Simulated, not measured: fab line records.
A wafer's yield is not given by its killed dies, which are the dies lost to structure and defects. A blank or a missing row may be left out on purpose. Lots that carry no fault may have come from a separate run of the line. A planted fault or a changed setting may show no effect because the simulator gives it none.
Which tool is to blame? :: flow gf180mcu :: 24 lots with 72 wafers sampled at 6 steps, on a route of 602 steps

== WHAT EACH GAUGE READ, for each wafer ==
GF_V2_THK_MEAS_01. Usual: for V2_CVD_00_THK the level is 600 nm and the standard deviation is 5.8.
lot: L074
measured: day 19 07:20
on: film_metro-01
V2_CVD_00_THK (nm): 605 604 601
flag: 

lot: L075
measured: day 20 00:47
on: film_metro-01
V2_CVD_00_THK (nm): 596 591 600
flag: 

lot: L077
measured: day 20 17:46
on: film_metro-03
V2_CVD_00_THK (nm): 606 606 608
flag: 

lot: L076
measured: day 20 17:43
on: film_metro-01
V2_CVD_00_THK (nm): 603 593 596
flag: 

lot: L078
measured: day 21 01:48
on: film_metro-03
V2_CVD_00_THK (nm): 593 591 598
flag: 

lot: L079
measured: day 21 16:28
on: film_metro-01
V2_CVD_00_THK (nm): 599 609 607
flag: 

lot: L080
measured: day 21 16:35
on: film_metro-04
V2_CVD_00_THK (nm): 606 607 602
flag: 

lot: L081
measured: day 22 05:23
on: film_metro-03
V2_CVD_00_THK (nm): 598 609 605
flag: 

lot: L082
measured: day 22 22:29
on: film_metro-04
V2_CVD_00_THK (nm): 606 593 600
flag: 

lot: L084
measured: day 22 23:35
on: film_metro-03
V2_CVD_00_THK (nm): 598 602 597
flag: 

lot: L083
measured: day 23 00:01
on: film_metro-01
V2_CVD_00_THK (nm): 613 606 595
flag: 

lot: L085
measured: day 23 13:35
on: film_metro-04
V2_CVD_00_THK (nm): 605 606 612
flag: 

lot: L086
measured: day 23 15:54
on: film_metro-01
V2_CVD_00_THK (nm): 592 601 594
flag: 

lot: L087
measured: day 24 11:38
on: film_metro-01
V2_CVD_00_THK (nm): 605 607 598
flag: 

lot: L088
measured: day 24 12:19
on: film_metro-03
V2_CVD_00_THK (nm): 603 594 604
flag: 

lot: L089
measured: day 25 00:23
on: film_metro-04
V2_CVD_00_THK (nm): 594 588 598
flag: 

lot: L090
measured: day 25 01:07
on: film_metro-04
V2_CVD_00_THK (nm): 596 584 601
flag: 

lot: L091
measured: day 25 05:20
on: film_metro-01
V2_CVD_00_THK (nm): 589 596 595
flag: 

lot: L092
measured: day 25 12:57
on: film_metro-01
V2_CVD_00_THK (nm): 607 611 605
flag: 

lot: L094
measured: day 25 22:38
on: film_metro-04
V2_CVD_00_THK (nm): 599 599 603
flag: 

lot: L093
measured: day 26 03:02
on: film_metro-04
V2_CVD_00_THK (nm): 598 598 597
flag: 

lot: L095
measured: day 26 05:43
on: film_metro-01
V2_CVD_00_THK (nm): 592 608 598
flag: 

lot: L096
measured: day 26 14:49
on: film_metro-03
V2_CVD_00_THK (nm): 602 607 592
flag: 

lot: L097
measured: day 26 16:23
on: film_metro-04
V2_CVD_00_THK (nm): 605 599 602
flag: 

GF_V3_RS_MEAS_24: uses a four-point probe to measure. Usual: for V3_W_RS the level is 0.325 ohm/sq and the standard deviation is 0.004.
lot: L074
measured: day 22 10:39
on: film_metro-02
V3_W_RS (ohm/sq): 0.329 0.325 0.330
flag: 

lot: L075
measured: day 23 04:43
on: film_metro-02
V3_W_RS (ohm/sq): 0.328 0.325 0.326
flag: 

lot: L077
measured: day 23 18:45
on: film_metro-04
V3_W_RS (ohm/sq): 0.323 0.329 0.325
flag: 

lot: L076
measured: day 23 20:14
on: film_metro-02
V3_W_RS (ohm/sq): 0.327 0.316 0.319
flag: 

lot: L078
measured: day 24 04:23
on: film_metro-02
V3_W_RS (ohm/sq): 0.326 0.330 0.330
flag: 

lot: L079
measured: day 24 16:02
on: film_metro-04
V3_W_RS (ohm/sq): 0.327 0.324 0.327
flag: 

lot: L080
measured: day 24 17:08
on: film_metro-04
V3_W_RS (ohm/sq): 0.319 0.328 0.325
flag: 

lot: L081
measured: day 25 06:45
on: film_metro-04
V3_W_RS (ohm/sq): 0.329 0.328 0.328
flag: 

lot: L082
measured: day 25 21:34
on: film_metro-04
V3_W_RS (ohm/sq): 0.326 0.322 0.324
flag: 

lot: L084
measured: day 25 21:40
on: film_metro-03
V3_W_RS (ohm/sq): 0.329 0.321 0.329
flag: 

lot: L083
measured: day 25 23:31
on: film_metro-04
V3_W_RS (ohm/sq): 0.325 0.318 0.319
flag: 

lot: L085
measured: day 26 09:13
on: film_metro-03
V3_W_RS (ohm/sq): 0.324 0.328 0.323
flag: 

lot: L086
measured: day 26 11:38
on: film_metro-03
V3_W_RS (ohm/sq): 0.321 0.324 0.325
flag: 

lot: L087
measured: day 27 05:53
on: film_metro-04
V3_W_RS (ohm/sq): 0.319 0.326 0.320
flag: 

lot: L088
measured: day 27 07:16
on: film_metro-04
V3_W_RS (ohm/sq): 0.315 0.329 0.324
flag: 

lot: L089
measured: day 27 17:45
on: film_metro-03
V3_W_RS (ohm/sq): 0.328 0.321 0.325
flag: 

lot: L090
measured: day 27 20:16
on: film_metro-04
V3_W_RS (ohm/sq): 0.329 0.324 0.327
flag: 

lot: L091
measured: day 27 23:23
on: film_metro-03
V3_W_RS (ohm/sq): 0.320 0.331 0.331
flag: 

lot: L092
measured: day 28 05:28
on: film_metro-03
V3_W_RS (ohm/sq): 0.322 0.325 0.323
flag: 

lot: L094
measured: day 28 14:35
on: film_metro-03
V3_W_RS (ohm/sq): 0.333 0.336 0.323
flag: 

lot: L093
measured: day 28 19:34
on: film_metro-03
V3_W_RS (ohm/sq): 0.324 0.325 0.326
flag: 

lot: L095
measured: day 28 22:25
on: film_metro-03
V3_W_RS (ohm/sq): 0.332 0.329 0.331
flag: 

lot: L096
measured: day 29 06:29
on: film_metro-04
V3_W_RS (ohm/sq): 0.327 0.324 0.328
flag: 

lot: L097
measured: day 29 07:57
on: film_metro-03
V3_W_RS (ohm/sq): 0.316 0.327 0.327
flag: 

== EACH LOT AND THE TOOL THAT RAN IT (in order: tool; ch and the chambers of the sampled wafers; start) ==
lot: L074
GF_PSD_STRIP_10: plasma_asher-02 ch 0,1, day 14 07:50
GF_V2_ETCH_17: rie_diel-02 ch 0,3, day 20 08:54 or earlier
GF_V2_CVD_23: cvd_w-02 ch 0,1, day 20 08:54
GF_M3_SPUTTER_03: pvd_sputter-01, day 20 09:37

lot: L075
GF_PSD_STRIP_10: plasma_asher-03 ch 0, day 14 21:51
GF_V2_ETCH_17: rie_diel-01 ch 1,2, day 21 01:49 or earlier
GF_V2_CVD_23: cvd_w-02 ch 0,1, day 21 01:49
GF_M3_SPUTTER_03: pvd_sputter-01, day 21 02:34

lot: L077
GF_PSD_STRIP_10: plasma_asher-03 ch 0,1, day 15 12:29
GF_V2_ETCH_17: rie_diel-01 ch 1,2,3, day 21 18:28 or earlier
GF_V2_CVD_23: cvd_w-01 ch 0,1, day 21 18:28
GF_M3_SPUTTER_03: pvd_sputter-04, day 21 19:13

lot: L076
GF_PSD_STRIP_10: plasma_asher-02 ch 0,1, day 15 13:06
GF_V2_ETCH_17: rie_diel-04 ch 0,1,3, day 21 18:31 or earlier
GF_V2_CVD_23: cvd_w-02 ch 0,1, day 21 18:31
GF_M3_SPUTTER_03: pvd_sputter-02, day 21 19:31

lot: L078
GF_PSD_STRIP_10: plasma_asher-02 ch 0,1, day 15 21:14
GF_V2_ETCH_17: rie_diel-04 ch 1,2,3, day 22 03:23 or earlier
GF_V2_CVD_23: cvd_w-01 ch 0,1, day 22 03:23
GF_M3_SPUTTER_03: pvd_sputter-02, day 22 04:08

lot: L079
GF_PSD_STRIP_10: plasma_asher-02 ch 0,1, day 16 09:52
GF_V2_ETCH_17: rie_diel-01 ch 0,1,2, day 22 16:46 or earlier
GF_V2_CVD_23: cvd_w-01 ch 0, day 22 16:46
GF_M3_SPUTTER_03: pvd_sputter-04, day 22 17:31

lot: L080
GF_PSD_STRIP_10: plasma_asher-01 ch 0,1, day 16 11:07
GF_V2_ETCH_17: rie_diel-02 ch 0,1, day 22 17:31 or earlier
GF_V2_CVD_23: cvd_w-02 ch 0,1, day 22 17:31
GF_M3_SPUTTER_03: pvd_sputter-02, day 22 18:16

lot: L081
GF_PSD_STRIP_10: plasma_asher-03 ch 0,1, day 17 00:09
GF_V2_ETCH_17: rie_diel-02 ch 0,1,2, day 23 06:06 or earlier
GF_V2_CVD_23: cvd_w-01 ch 0,1, day 23 06:06
GF_M3_SPUTTER_03: pvd_sputter-04, day 23 06:59

lot: L082
GF_PSD_STRIP_10: plasma_asher-03 ch 0, day 17 16:55
GF_V2_ETCH_17: rie_diel-04 ch 1,2,3, day 23 22:13 or earlier
GF_V2_CVD_23: cvd_w-01 ch 1, day 23 22:13
GF_M3_SPUTTER_03: pvd_sputter-04, day 23 22:58

lot: L084
GF_PSD_STRIP_10: plasma_asher-02 ch 0,1, day 17 17:50
GF_V2_ETCH_17: rie_diel-02 ch 0,1,2, day 23 23:34 or earlier
GF_V2_CVD_23: cvd_w-01 ch 0,1, day 23 23:34
GF_M3_SPUTTER_03: pvd_sputter-02, day 24 00:19

lot: L083
GF_PSD_STRIP_10: plasma_asher-01 ch 0,1, day 17 17:59
GF_V2_ETCH_17: rie_diel-04 ch 0,1,3, day 24 00:15 or earlier
GF_V2_CVD_23: cvd_w-02 ch 0,1, day 24 00:15
GF_M3_SPUTTER_03: pvd_sputter-04, day 24 00:58

lot: L085
GF_PSD_STRIP_10: plasma_asher-02 ch 0,1, day 18 09:06
GF_V2_ETCH_17: rie_diel-04 ch 0,2,3, day 24 12:40 or earlier
GF_V2_CVD_23: cvd_w-02 ch 0,1, day 24 12:40
GF_M3_SPUTTER_03: pvd_sputter-01, day 24 13:25

lot: L086
GF_PSD_STRIP_10: plasma_asher-01 ch 0,1, day 18 11:04
GF_V2_ETCH_17: rie_diel-02 ch 1,2,3, day 24 14:42 or earlier
GF_V2_CVD_23: cvd_w-01 ch 0,1, day 24 14:42
GF_M3_SPUTTER_03: pvd_sputter-04, day 24 15:30

lot: L087
GF_PSD_STRIP_10: plasma_asher-02 ch 0,1, day 19 07:46
GF_V2_ETCH_17: rie_diel-01 ch 1,2, day 25 10:00 or earlier
GF_V2_CVD_23: cvd_w-02 ch 0,1, day 25 10:00
GF_M3_SPUTTER_03: pvd_sputter-04, day 25 10:45

lot: L088
GF_PSD_STRIP_10: plasma_asher-03 ch 0,1, day 19 08:36
GF_V2_ETCH_17: rie_diel-04 ch 0,2, day 25 11:28 or earlier
GF_V2_CVD_23: cvd_w-01 ch 0,1, day 25 11:28
GF_M3_SPUTTER_03: pvd_sputter-02, day 25 12:13

lot: L089
GF_PSD_STRIP_10: plasma_asher-03 ch 0,1, day 19 21:50
GF_V2_ETCH_17: rie_diel-02 ch 0,1,3, day 25 22:54 or earlier
GF_V2_CVD_23: cvd_w-02 ch 0,1, day 25 22:54
GF_M3_SPUTTER_03: pvd_sputter-01, day 25 23:37

lot: L090
GF_PSD_STRIP_10: plasma_asher-01 ch 0,1, day 19 22:23
GF_V2_ETCH_17: rie_diel-01 ch 0,3, day 25 23:51 or earlier
GF_V2_CVD_23: cvd_w-02 ch 0,1, day 25 23:51
GF_M3_SPUTTER_03: pvd_sputter-01, day 26 00:34

lot: L091
GF_PSD_STRIP_10: plasma_asher-03 ch 1, day 20 04:14
GF_V2_ETCH_17: rie_diel-04 ch 1,2, day 26 03:34 or earlier
GF_V2_CVD_23: cvd_w-01 ch 0,1, day 26 03:34
GF_M3_SPUTTER_03: pvd_sputter-04, day 26 04:19

lot: L092
GF_PSD_STRIP_10: plasma_asher-03 ch 0,1, day 20 12:26
GF_V2_ETCH_17: rie_diel-04 ch 0,1,2, day 26 10:34 or earlier
GF_V2_CVD_23: cvd_w-01 ch 0,1, day 26 10:34
GF_M3_SPUTTER_03: pvd_sputter-04, day 26 11:17

lot: L094
GF_PSD_STRIP_10: plasma_asher-01 ch 0, day 20 23:55
GF_V2_ETCH_17: rie_diel-04 ch 0,1, day 26 20:50 or earlier
GF_V2_CVD_23: cvd_w-01 ch 1, day 26 20:50
GF_M3_SPUTTER_03: pvd_sputter-02, day 26 21:35

lot: L093
GF_PSD_STRIP_10: plasma_asher-01 ch 0,1, day 21 03:11
GF_V2_ETCH_17: rie_diel-02 ch 0,1,3, day 27 00:36 or earlier
GF_V2_CVD_23: cvd_w-01 ch 0,1, day 27 00:36
GF_M3_SPUTTER_03: pvd_sputter-01, day 27 01:19

lot: L095
GF_PSD_STRIP_10: plasma_asher-03 ch 0,1, day 21 08:22
GF_V2_ETCH_17: rie_diel-02 ch 0,1,2, day 27 03:07 or earlier
GF_V2_CVD_23: cvd_w-02 ch 0,1, day 27 03:07
GF_M3_SPUTTER_03: pvd_sputter-02, day 27 03:53

lot: L096
GF_PSD_STRIP_10: plasma_asher-03 ch 0,1, day 21 18:54
GF_V2_ETCH_17: rie_diel-02 ch 0,1, day 27 12:37 or earlier
GF_V2_CVD_23: cvd_w-01 ch 0,1, day 27 12:37
GF_M3_SPUTTER_03: pvd_sputter-04, day 27 13:22

lot: L097
GF_PSD_STRIP_10: plasma_asher-01 ch 0,1, day 21 19:20
GF_V2_ETCH_17: rie_diel-01 ch 0,1, day 27 14:04 or earlier
GF_V2_CVD_23: cvd_w-01 ch 0,1, day 27 14:04
GF_M3_SPUTTER_03: pvd_sputter-01, day 27 14:49
- GF_PSD_STRIP_10: strips in O2/N2.
- GF_V2_ETCH_17: etches SiO2 in C4F8/O2/Ar, stops on TiN, target depth 630 nm.
- GF_V2_CVD_23: deposits W, target thk 350 nm, time 104.94 s.
- GF_M3_SPUTTER_03: material Ti, target thk 10 nm, time 6.7 s.

== WHAT THE TOOLS THEMSELVES READ (means of the sampled wafers that have a number; where no wafer has one, the mark that the record gives instead) ==
GF_PSD_STRIP_10. Usual: chamber_pressure_mTorr 1499.9 mTorr, standard deviation 1.3; drypump_motor_current_A 5.8 A, standard deviation 0.38; heater_power_w 326 W, standard deviation 23; oes_product_au 0.592 a.u., standard deviation 0.004; platen_temp_c 250.02 C, standard deviation 0.17; strip_time_to_endpoint_s 16.52 s, standard deviation 0.04.
lot: L074
tool: plasma_asher-02
chamber_pressure_mTorr (mTorr): 1500.6
drypump_motor_current_A (A): 5.6
heater_power_w (W): 347
oes_product_au (a.u.): 0.590
platen_temp_c (C): 249.97
strip_time_to_endpoint_s (s): 16.55
flag: 

lot: L075
tool: plasma_asher-03
chamber_pressure_mTorr (mTorr): 1499.6
drypump_motor_current_A (A): 5.7
heater_power_w (W): 315
oes_product_au (a.u.): 0.592
platen_temp_c (C): 249.97
strip_time_to_endpoint_s (s): 16.56
flag: 

lot: L077
tool: plasma_asher-03
chamber_pressure_mTorr (mTorr): 1499.5
drypump_motor_current_A (A): 6.0
heater_power_w (W): 316
oes_product_au (a.u.): 0.594
platen_temp_c (C): 250.21
strip_time_to_endpoint_s (s): 16.54
flag: 

lot: L076
tool: plasma_asher-02
chamber_pressure_mTorr (mTorr): 1499.1
drypump_motor_current_A (A): 5.7
heater_power_w (W): 351
oes_product_au (a.u.): 0.594
platen_temp_c (C): 249.94
strip_time_to_endpoint_s (s): 16.51
flag: 

lot: L078
tool: plasma_asher-02
chamber_pressure_mTorr (mTorr): 1500.3
drypump_motor_current_A (A): 5.6
heater_power_w (W): 361
oes_product_au (a.u.): 0.595
platen_temp_c (C): 249.94
strip_time_to_endpoint_s (s): 16.51
flag: 

lot: L079
tool: plasma_asher-02
chamber_pressure_mTorr (mTorr): 1498.5
drypump_motor_current_A (A): 5.6
heater_power_w (W): 351
oes_product_au (a.u.): 0.593
platen_temp_c (C): 250.03
strip_time_to_endpoint_s (s): 16.52
flag: 

lot: L080
tool: plasma_asher-01
chamber_pressure_mTorr (mTorr): 1500.8
drypump_motor_current_A (A): 5.4
heater_power_w (W): 314
oes_product_au (a.u.): 0.595
platen_temp_c (C): 249.88
strip_time_to_endpoint_s (s): 16.55
flag: 

lot: L081
tool: plasma_asher-03
chamber_pressure_mTorr (mTorr): 1500.2
drypump_motor_current_A (A): 6.2
heater_power_w (W): 322
oes_product_au (a.u.): 0.592
platen_temp_c (C): 250.15
strip_time_to_endpoint_s (s): 16.49
flag: 

lot: L082
tool: plasma_asher-03
chamber_pressure_mTorr (mTorr): 1498.4
drypump_motor_current_A (A): 5.7
heater_power_w (W): 315
oes_product_au (a.u.): 0.593
platen_temp_c (C): 250.14
strip_time_to_endpoint_s (s): 16.53
flag: 

lot: L084
tool: plasma_asher-02
chamber_pressure_mTorr (mTorr): 1500.5
drypump_motor_current_A (A): 5.6
heater_power_w (W): 362
oes_product_au (a.u.): 0.598
platen_temp_c (C): 250.01
strip_time_to_endpoint_s (s): 16.55
flag: 

lot: L083
tool: plasma_asher-01
chamber_pressure_mTorr (mTorr): 1499.5
drypump_motor_current_A (A): 5.4
heater_power_w (W): 309
oes_product_au (a.u.): 0.587
platen_temp_c (C): 250.12
strip_time_to_endpoint_s (s): 16.52
flag: 

lot: L085
tool: plasma_asher-02
chamber_pressure_mTorr (mTorr): 1501.3
drypump_motor_current_A (A): 5.6
heater_power_w (W): 354
oes_product_au (a.u.): 0.593
platen_temp_c (C): 249.79
strip_time_to_endpoint_s (s): 16.52
flag: 

lot: L086
tool: plasma_asher-01
chamber_pressure_mTorr (mTorr): 1499.6
drypump_motor_current_A (A): 5.4
heater_power_w (W): 311
oes_product_au (a.u.): 0.591
platen_temp_c (C): 250.06
strip_time_to_endpoint_s (s): 16.50
flag: 

lot: L087
tool: plasma_asher-02
chamber_pressure_mTorr (mTorr): 1499.6
drypump_motor_current_A (A): 5.6
heater_power_w (W): 368
oes_product_au (a.u.): 0.594
platen_temp_c (C): 249.86
strip_time_to_endpoint_s (s): 16.51
flag: 

lot: L088
tool: plasma_asher-03
chamber_pressure_mTorr (mTorr): 1499.8
drypump_motor_current_A (A): 6.2
heater_power_w (W): 314
oes_product_au (a.u.): 0.593
platen_temp_c (C): 249.99
strip_time_to_endpoint_s (s): 16.55
flag: 

lot: L089
tool: plasma_asher-03
chamber_pressure_mTorr (mTorr): 1499.4
drypump_motor_current_A (A): 6.0
heater_power_w (W): 321
oes_product_au (a.u.): 0.591
platen_temp_c (C): 250.17
strip_time_to_endpoint_s (s): 16.48
flag: 

lot: L090
tool: plasma_asher-01
chamber_pressure_mTorr (mTorr): 1499.7
drypump_motor_current_A (A): 5.5
heater_power_w (W): 304
oes_product_au (a.u.): 0.590
platen_temp_c (C): 250.14
strip_time_to_endpoint_s (s): 16.50
flag: 

lot: L091
tool: plasma_asher-03
chamber_pressure_mTorr (mTorr): 1499.7
drypump_motor_current_A (A): 6.5
heater_power_w (W): 318
oes_product_au (a.u.): 0.592
platen_temp_c (C): 250.15
strip_time_to_endpoint_s (s): 16.51
flag: 

lot: L092
tool: plasma_asher-03
chamber_pressure_mTorr (mTorr): 1500.5
drypump_motor_current_A (A): 5.9
heater_power_w (W): 320
oes_product_au (a.u.): 0.594
platen_temp_c (C): 250.04
strip_time_to_endpoint_s (s): 16.52
flag: 

lot: L094
tool: plasma_asher-01
chamber_pressure_mTorr (mTorr): 1500.6
drypump_motor_current_A (A): 5.5
heater_power_w (W): 299
oes_product_au (a.u.): 0.593
platen_temp_c (C): 249.86
strip_time_to_endpoint_s (s): 16.54
flag: 

lot: L093
tool: plasma_asher-01
chamber_pressure_mTorr (mTorr): 1499.8
drypump_motor_current_A (A): 5.5
heater_power_w (W): 305
oes_product_au (a.u.): 0.591
platen_temp_c (C): 249.98
strip_time_to_endpoint_s (s): 16.59
flag: 

lot: L095
tool: plasma_asher-03
chamber_pressure_mTorr (mTorr): 1499.5
drypump_motor_current_A (A): 5.9
heater_power_w (W): 319
oes_product_au (a.u.): 0.592
platen_temp_c (C): 250.14
strip_time_to_endpoint_s (s): 16.46
flag: 

lot: L096
tool: plasma_asher-03
chamber_pressure_mTorr (mTorr): 1500.3
drypump_motor_current_A (A): 5.9
heater_power_w (W): 320
oes_product_au (a.u.): 0.594
platen_temp_c (C): 250.09
strip_time_to_endpoint_s (s): 16.60
flag: 

lot: L097
tool: plasma_asher-01
chamber_pressure_mTorr (mTorr): 1500.9
drypump_motor_current_A (A): 5.4
heater_power_w (W): 305
oes_product_au (a.u.): 0.592
platen_temp_c (C): 250.00
strip_time_to_endpoint_s (s): 16.51
flag: 

GF_V2_ETCH_17. Usual: chamber_pressure_mTorr 40.00 mTorr, standard deviation 0.037; oes_product_au 0.856 a.u., standard deviation 0.0049; rf_fwd_power_W 1492 W, standard deviation 4.3.
lot: L074
tool: rie_diel-02
chamber_pressure_mTorr (mTorr): 40.02
oes_product_au (a.u.): 0.854
rf_fwd_power_W (W): 1497
flag: 

lot: L075
tool: rie_diel-01
chamber_pressure_mTorr (mTorr): 39.98
oes_product_au (a.u.): 0.854
rf_fwd_power_W (W): 1493
flag: 

lot: L077
tool: rie_diel-01
chamber_pressure_mTorr (mTorr): 40.01
oes_product_au (a.u.): 0.856
rf_fwd_power_W (W): 1492
flag: 

lot: L076
tool: rie_diel-04
chamber_pressure_mTorr (mTorr): 39.99
oes_product_au (a.u.): 0.859
rf_fwd_power_W (W): 1494
flag: 

lot: L078
tool: rie_diel-04
chamber_pressure_mTorr (mTorr): 39.99
oes_product_au (a.u.): 0.859
rf_fwd_power_W (W): 1487
flag: 

lot: L079
tool: rie_diel-01
chamber_pressure_mTorr (mTorr): 39.96
oes_product_au (a.u.): 0.855
rf_fwd_power_W (W): 1493
flag: 

lot: L080
tool: rie_diel-02
chamber_pressure_mTorr (mTorr): 40.02
oes_product_au (a.u.): 0.858
rf_fwd_power_W (W): 1495
flag: 

lot: L081
tool: rie_diel-02
chamber_pressure_mTorr (mTorr): 40.03
oes_product_au (a.u.): 0.856
rf_fwd_power_W (W): 1494
flag: 

lot: L082
tool: rie_diel-04
chamber_pressure_mTorr (mTorr): 39.98
oes_product_au (a.u.): 0.859
rf_fwd_power_W (W): 1494
flag: 

lot: L084
tool: rie_diel-02
chamber_pressure_mTorr (mTorr): 40.03
oes_product_au (a.u.): 0.853
rf_fwd_power_W (W): 1491
flag: 

lot: L083
tool: rie_diel-04
chamber_pressure_mTorr (mTorr): 40.00
oes_product_au (a.u.): 0.857
rf_fwd_power_W (W): 1485
flag: 

lot: L085
tool: rie_diel-04
chamber_pressure_mTorr (mTorr): 40.02
oes_product_au (a.u.): 0.860
rf_fwd_power_W (W): 1490
flag: 

lot: L086
tool: rie_diel-02
chamber_pressure_mTorr (mTorr): 40.02
oes_product_au (a.u.): 0.856
rf_fwd_power_W (W): 1497
flag: 

lot: L087
tool: rie_diel-01
chamber_pressure_mTorr (mTorr): 40.03
oes_product_au (a.u.): 0.855
rf_fwd_power_W (W): 1488
flag: 

lot: L088
tool: rie_diel-04
chamber_pressure_mTorr (mTorr): 39.97
oes_product_au (a.u.): 0.855
rf_fwd_power_W (W): 1495
flag: 

lot: L089
tool: rie_diel-02
chamber_pressure_mTorr (mTorr): 40.02
oes_product_au (a.u.): 0.859
rf_fwd_power_W (W): 1494
flag: 

lot: L090
tool: rie_diel-01
chamber_pressure_mTorr (mTorr): 40.01
oes_product_au (a.u.): 0.855
rf_fwd_power_W (W): 1496
flag: 

lot: L091
tool: rie_diel-04
chamber_pressure_mTorr (mTorr): 40.05
oes_product_au (a.u.): 0.853
rf_fwd_power_W (W): 1489
flag: 

lot: L092
tool: rie_diel-04
chamber_pressure_mTorr (mTorr): 40.00
oes_product_au (a.u.): 0.860
rf_fwd_power_W (W): 1492
flag: 

lot: L094
tool: rie_diel-04
chamber_pressure_mTorr (mTorr): 40.02
oes_product_au (a.u.): 0.855
rf_fwd_power_W (W): 1491
flag: 

lot: L093
tool: rie_diel-02
chamber_pressure_mTorr (mTorr): 40.01
oes_product_au (a.u.): 0.854
rf_fwd_power_W (W): 1487
flag: 

lot: L095
tool: rie_diel-02
chamber_pressure_mTorr (mTorr): 40.00
oes_product_au (a.u.): 0.856
rf_fwd_power_W (W): 1497
flag: 

lot: L096
tool: rie_diel-02
chamber_pressure_mTorr (mTorr): 39.97
oes_product_au (a.u.): 0.858
rf_fwd_power_W (W): 1492
flag: 

lot: L097
tool: rie_diel-01
chamber_pressure_mTorr (mTorr): 40.02
oes_product_au (a.u.): 0.857
rf_fwd_power_W (W): 1491
flag: 

GF_V2_CVD_23. Usual: heater_power_w 788 W, standard deviation 46; susceptor_temp_C 399.98 C, standard deviation 0.22.
lot: L074
tool: cvd_w-02
heater_power_w (W): 779
susceptor_temp_C (C): 399.68
flag: 

lot: L075
tool: cvd_w-02
heater_power_w (W): 786
susceptor_temp_C (C): 399.92
flag: 

lot: L077
tool: cvd_w-01
heater_power_w (W): 752
susceptor_temp_C (C): 399.96
flag: 

lot: L076
tool: cvd_w-02
heater_power_w (W): 774
susceptor_temp_C (C): 399.99
flag: 

lot: L078
tool: cvd_w-01
heater_power_w (W): 765
susceptor_temp_C (C): 399.94
flag: 

lot: L079
tool: cvd_w-01
heater_power_w (W): 740
susceptor_temp_C (C): 399.91
flag: 

lot: L080
tool: cvd_w-02
heater_power_w (W): 822
susceptor_temp_C (C): 400.03
flag: 

lot: L081
tool: cvd_w-01
heater_power_w (W): 790
susceptor_temp_C (C): 400.09
flag: 

lot: L082
tool: cvd_w-01
heater_power_w (W): 823
susceptor_temp_C (C): 400.05
flag: 

lot: L084
tool: cvd_w-01
heater_power_w (W): 772
susceptor_temp_C (C): 399.95
flag: 

lot: L083
tool: cvd_w-02
heater_power_w (W): 784
susceptor_temp_C (C): 400.16
flag: 

lot: L085
tool: cvd_w-02
heater_power_w (W): 788
susceptor_temp_C (C): 399.93
flag: 

lot: L086
tool: cvd_w-01
heater_power_w (W): 767
susceptor_temp_C (C): 400.00
flag: 

lot: L087
tool: cvd_w-02
heater_power_w (W): 819
susceptor_temp_C (C): 400.06
flag: 

lot: L088
tool: cvd_w-01
heater_power_w (W): 801
susceptor_temp_C (C): 399.98
flag: 

lot: L089
tool: cvd_w-02
heater_power_w (W): 801
susceptor_temp_C (C): 400.03
flag: 

lot: L090
tool: cvd_w-02
heater_power_w (W): 819
susceptor_temp_C (C): 400.21
flag: 

lot: L091
tool: cvd_w-01
heater_power_w (W): 766
susceptor_temp_C (C): 399.84
flag: 

lot: L092
tool: cvd_w-01
heater_power_w (W): 794
susceptor_temp_C (C): 399.74
flag: 

lot: L094
tool: cvd_w-01
heater_power_w (W): 834
susceptor_temp_C (C): 399.85
flag: 

lot: L093
tool: cvd_w-01
heater_power_w (W): 760
susceptor_temp_C (C): 400.04
flag: 

lot: L095
tool: cvd_w-02
heater_power_w (W): 786
susceptor_temp_C (C): 399.96
flag: 

lot: L096
tool: cvd_w-01
heater_power_w (W): 798
susceptor_temp_C (C): 399.89
flag: 

lot: L097
tool: cvd_w-01
heater_power_w (W): 782
susceptor_temp_C (C): 400.20
flag: 

GF_M3_SPUTTER_03. Usual: throttle_valve_pct at 29.8 %, with a standard deviation of 1.4.
lot: L074
tool: pvd_sputter-01
throttle_valve_pct (%): 29.7
flag: 

lot: L075
tool: pvd_sputter-01
throttle_valve_pct (%): 29.7
flag: 

lot: L077
tool: pvd_sputter-04
throttle_valve_pct (%): 29.0
flag: 

lot: L076
tool: pvd_sputter-02
throttle_valve_pct (%): 29.9
flag: 

lot: L078
tool: pvd_sputter-02
throttle_valve_pct (%): 29.8
flag: 

lot: L079
tool: pvd_sputter-04
throttle_valve_pct (%): 28.4
flag: 

lot: L080
tool: pvd_sputter-02
throttle_valve_pct (%): 29.8
flag: 

lot: L081
tool: pvd_sputter-04
throttle_valve_pct (%): 30.4
flag: 

lot: L082
tool: pvd_sputter-04
throttle_valve_pct (%): 28.0
flag: 

lot: L084
tool: pvd_sputter-02
throttle_valve_pct (%): 30.0
flag: 

lot: L083
tool: pvd_sputter-04
throttle_valve_pct (%): 30.3
flag: 

lot: L085
tool: pvd_sputter-01
throttle_valve_pct (%): 29.2
flag: 

lot: L086
tool: pvd_sputter-04
throttle_valve_pct (%): 29.0
flag: 

lot: L087
tool: pvd_sputter-04
throttle_valve_pct (%): 29.4
flag: 

lot: L088
tool: pvd_sputter-02
throttle_valve_pct (%): 29.8
flag: 

lot: L089
tool: pvd_sputter-01
throttle_valve_pct (%): 28.5
flag: 

lot: L090
tool: pvd_sputter-01
throttle_valve_pct (%): 30.6
flag: 

lot: L091
tool: pvd_sputter-04
throttle_valve_pct (%): 30.3
flag: 

lot: L092
tool: pvd_sputter-04
throttle_valve_pct (%): 30.7
flag: 

lot: L094
tool: pvd_sputter-02
throttle_valve_pct (%): 30.5
flag: 

lot: L093
tool: pvd_sputter-01
throttle_valve_pct (%): 28.9
flag: 

lot: L095
tool: pvd_sputter-02
throttle_valve_pct (%): 30.2
flag: 

lot: L096
tool: pvd_sputter-04
throttle_valve_pct (%): 29.9
flag: 

lot: L097
tool: pvd_sputter-01
throttle_valve_pct (%): 29.0
flag: 

== THE ANSWER, worked out from the rows above alone ==
Rule: lot off if the mean of its wafers having a number is beyond 3 standard deviations from the usual mean. A lot without any number at a reading at which 4 lots or more have one is off too. Any other lot the step has rows for is counted as sound. Order of review: gauges by route order, followed by the tools' own readings, for which a lot's mean as printed above is used. At the first step where some lot is off, the reading lying furthest off is the one used; lots without a number count as furthest.
Across all readings shown, no lot is off: no conclusion can be drawn from this.

== WHAT HAD BEEN PUT IN BY THE SIMULATOR ==
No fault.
